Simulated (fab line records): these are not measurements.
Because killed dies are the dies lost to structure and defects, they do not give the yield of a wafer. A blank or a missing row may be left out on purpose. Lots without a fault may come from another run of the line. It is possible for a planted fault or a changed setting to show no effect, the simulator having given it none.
Comparing a struck lot with a sound one :: flow sky130 :: 43 out of 708 route steps
Sound: the wafers L586.2, L586.5, L586.6. Struck: wafers L598.1, L598.6 (left out: L598.4, a lot-mate that was not struck); the cause follows at the end.
Order at every step that has rows: each side's tool, ch and its chambers, its first start. Under that, the readings that differ: sound wafers :: struck wafers :: difference of the means :: sigmas: that difference in standard deviations of wafers without a fault.
alike: words and numbers the same on both sides, and readings whose means are apart by under 2 such deviations; not compared: readings that were withheld, readings missing a value for some wafer, numbers with overlapping values and no deviation given by the record, and bounds like >300 which may hide the same value.
The two part at a step that has a row with sigmas, a row that says differs or no value, or rows on one side only. When numbers do not overlap yet have no deviation, they are printed without sigmas and do not part them. A reading that every wafer of one side lacks parts them only if that side has two wafers or more.

SKY_VIA3_ETCH_14: etches BARC in N2/H2, stops on SiO2, time 45.9 s, target depth 60 nm.
  sound on rieDiel-04 ch 0,1, day 41 20:20; struck on rieDiel-01 ch 0,3, day 44 16:37
  alike: drypumpMotorCurrentA, n2FlowSccm, oesProductAu, throttleValvePct
  not compared: rfHoursCounterH
then, 7 steps without rows for these wafers: SKY_VIA3_ETCH_15 (etches SiO2 in C4F8/O2/Ar, stops on TiN, target depth 507 nm, time 78 s); SKY_VIA3_STRIP_16 (strips in O2/N2); SKY_VIA3_STRIP_17 (strips in post etch residue remover, time 1200 s); SKY_VIA3_CLEAN_18 (cleans in IPA, time 180 s); SKY_VIA3_CLEAN_19 (cleans in O3/DIW); SKY_VIA3_SPUTTER_20 (material TiN, target thk 20 nm, time 80 s); SKY_VIA3_CVD_21 (deposits W, target thk 390 nm, time 117.31 s).
SKY_VIA3_RS_MEAS_22: the measuring method here is four-point-probe.
  struck on filmMetro-01, day 44 17:32; sound on filmMetro-04, day 41 21:15
reading: VIA3_W_RS (ohm/sq)
sound: 0.297 0.293 0.282
struck: 0.300 0.300
difference: +0.009
sigmas: +2
SKY_VIA3_THK_MEAS_23: measures by xrf.
  struck on filmMetro-01, day 44 17:40; sound on filmMetro-04, day 41 21:22
reading: VIA3_W_THK (nm)
sound: 403 404 421
struck: 395 394
difference: -15
sigmas: -2
SKY_VIA3_CMP_24: polishes, stops on SiO2, t overpolish 20 s, target thk 0 nm.
  sound on cmp-01 ch 1,2,3, day 41 21:34; struck on cmp-02 ch 0,3, day 44 18:17
  alike: edgeZonePressureFrac, motorCurrentA, overpolishRunS, retainingRingPressureFrac, timeToEndpointS
then, 1 step without rows for these wafers: SKY_METAL4_SPUTTER_00 (material Ti, target thk 15 nm, time 10 s).
SKY_METAL4_SPUTTER_01: material TiN, target thk 20 nm, time 16.7 s.
  struck on pvdSputter-02, day 44 18:38; sound on pvdSputter-03, day 41 21:45
  alike: throttleValvePct
then, 1 step without rows for these wafers: SKY_METAL4_SPUTTER_02 (material AlCu, target thk 735 nm, time 39.1 s).
SKY_METAL4_SPUTTER_03: material Ti, target thk 5 nm, time 3.3 s.
  struck on pvdSputter-02, day 44 18:42; sound on pvdSputter-03, day 41 21:49
  alike: throttleValvePct
then, 1 step without rows for these wafers: SKY_METAL4_SPUTTER_04 (material TiN, target thk 70 nm, time 58.3 s).
SKY_CAP2M_CVD_00: deposits SiO2, target thk 15.5 nm.
  sound on pecvd-04 ch 0,1,2, day 41 21:53; struck on pecvd-03 ch 1,2, day 44 18:46
  alike: heaterPowerW
SKY_CAP2M_THK_MEAS_01:
  struck on filmMetro-04, day 44 18:47; sound on filmMetro-04, day 41 21:55
  alike: CAP2M_CVD_00_THK
then, 1 step without rows for these wafers: SKY_CAP2M_SPUTTER_02 (material TiN, target thk 200 nm, time 166.7 s).
SKY_CAP2M_RS_MEAS_03: the measuring method here is four-point-probe.
  struck on filmMetro-03, day 44 18:58; sound on filmMetro-03, day 41 22:06
  alike: CAP2M_TIN_RS
SKY_CAP2M_THK_MEAS_04: measures by xrf.
  struck on filmMetro-03, day 44 19:05; sound on filmMetro-03, day 41 22:13
  alike: CAP2M_TIN_THK
then, 7 steps without rows for these wafers: SKY_CAP2M_DEHYDRATE_05 (time 60 s); SKY_CAP2M_HMDS_06 (prime time 60 s); SKY_CAP2M_COAT_07 (resist thk 1140 nm); SKY_CAP2M_SOFTBAKE_08 (time 58.67 s); SKY_CAP2M_EXPOSE_09 (exposes mask CAP2M, target cd 1000 nm); SKY_CAP2M_PEB_10; SKY_CAP2M_DEVELOP_11 (develop time 60 s).
SKY_CAP2M_OVL_MEAS_12:
  struck on overlay-02, day 45 16:14; sound on overlay-01, day 42 21:16
reading: CAP2M_OVL (nm)
sound: -1.3 -0.5 0.2
struck: 2.8 1.3
difference: +2.6
sigmas: +2
SKY_CAP2M_METAL_ETCH_13: etches TiN in Cl2/BCl3, stops on SiO2, target depth 220 nm, time 62.9 s.
  sound on rieMetal-01 ch 0, day 42 21:19; struck on rieMetal-02 ch 1, day 45 16:17
  alike: drypumpMotorCurrentA, oesProductAu, throttleValvePct
  not compared: rfHoursCounterH
then, 12 steps without rows for these wafers: SKY_CAP2M_STRIP_14 (strips in O2/N2); SKY_CAP2M_STRIP_15 (strips in post etch residue remover, time 1200 s); SKY_CAP2M_CLEAN_16 (cleans in IPA, time 180 s); SKY_CAP2M_CLEAN_17 (cleans in O3/DIW); SKY_METAL4_DEHYDRATE_05 (time 60 s); SKY_METAL4_HMDS_06 (prime time 60 s); SKY_METAL4_COAT_07 (resist thk 60 nm); SKY_METAL4_COAT_08 (resist thk 1140 nm); SKY_METAL4_SOFTBAKE_09 (time 90 s); SKY_METAL4_EXPOSE_10 (exposes mask MM4, target cd 300 nm); SKY_METAL4_PEB_11; SKY_METAL4_DEVELOP_12 (develop time 60 s).
-- the record jumps here: 4 days lie between the struck wafers' starts before and after (it left off in module METAL4 and takes up again in module PAD_OPEN, whose first step shown is number 708 of the route) --
SKY_PAD_OPEN_PROBE_99:
  rows exist in the record for the struck wafers here (prober-02, day 49 21:41), but not for the sound ones

WHERE THEY PART
First at SKY_VIA3_RS_MEAS_22; last, within this record, at SKY_PAD_OPEN_PROBE_99.

WHY: the cause the simulator had injected
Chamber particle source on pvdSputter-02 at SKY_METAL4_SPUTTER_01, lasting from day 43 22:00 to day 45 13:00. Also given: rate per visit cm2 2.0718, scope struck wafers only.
